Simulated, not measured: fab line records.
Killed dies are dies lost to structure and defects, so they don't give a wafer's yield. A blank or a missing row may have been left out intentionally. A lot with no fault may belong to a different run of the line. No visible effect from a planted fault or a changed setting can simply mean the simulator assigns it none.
Which tool is to blame? + flow gf180mcu + route of 602 steps, sampled at 1 step: 13 lots, 39 wafers

## WHAT THE GAUGES READ, wafer by wafer
GF_M2_RS_MEAS_05: measurement is done with a four-point probe. Usual: M2_ALCU_RS typically reads 0.0693 ohm/sq, with standard deviation 0.00069.
| lot  | measured     | on            | M2_ALCU_RS (ohm/sq)  | flag |
|------|--------------|---------------|----------------------|------|
| L576 | day 18 08:23 | film-metro-04 | 0.0693 0.0682 0.0688 |      |
| L577 | day 18 17:04 | film-metro-03 | 0.0687 0.0695 0.0683 |      |
| L582 | day 20 15:28 | film-metro-04 | 0.0699 0.0699 0.0691 |      |
| L583 | day 20 19:06 | film-metro-02 | 0.0703 0.0711 0.0704 |      |
| L584 | day 21 08:13 | film-metro-04 | 0.0691 0.0687 0.0688 |      |
| L585 | day 21 19:09 | film-metro-03 | 0.0692 0.0697 0.0689 |      |
| L586 | day 22 03:15 | film-metro-03 | 0.0696 0.0696 0.0701 |      |
| L587 | day 22 16:55 | film-metro-02 | 0.0683 0.0694 0.0700 |      |
| L588 | day 22 19:01 | film-metro-02 | 0.0682 0.0688 0.0687 |      |
| L596 | day 25 09:53 | film-metro-02 | 0.0694 0.0695 0.0696 |      |
| L597 | day 25 18:06 | film-metro-02 | 0.0690 0.0696 0.0694 |      |
| L598 | day 25 20:38 | film-metro-02 | 0.0693 0.0693 0.0702 |      |
| L599 | day 26 06:43 | film-metro-02 | 0.0689 0.0698 0.0698 |      |

## WHAT TOOL EACH LOT RAN ON (gives the tool, then ch and the chambers of the sampled wafers, and finally the start)
No process step before these readings appears in the record.

## AS READ BY THE TOOLS THEMSELVES (means over the sampled wafers that have a number; for cases with no such wafer, the mark the record gives instead)
The record holds no such reading with a usual standard deviation.

## THE ANSWER, worked out from the rows above alone
Rule: a lot is off if the mean of its wafers that have a number lies more than 3 standard deviations from the usual mean. Also off: a lot with no number at a reading for which 4 or more lots have one. All remaining lots with rows at the step are treated as sound. Order of review: gauges by route order, followed by the tools' own readings, for which a lot's mean as printed above is used. At the first step where some lot is off, the reading lying furthest off is the one used; lots without a number count as furthest.
Nothing can be told from this: no lot is off at any reading shown.

## WHAT THE SIMULATOR HAD INSERTED
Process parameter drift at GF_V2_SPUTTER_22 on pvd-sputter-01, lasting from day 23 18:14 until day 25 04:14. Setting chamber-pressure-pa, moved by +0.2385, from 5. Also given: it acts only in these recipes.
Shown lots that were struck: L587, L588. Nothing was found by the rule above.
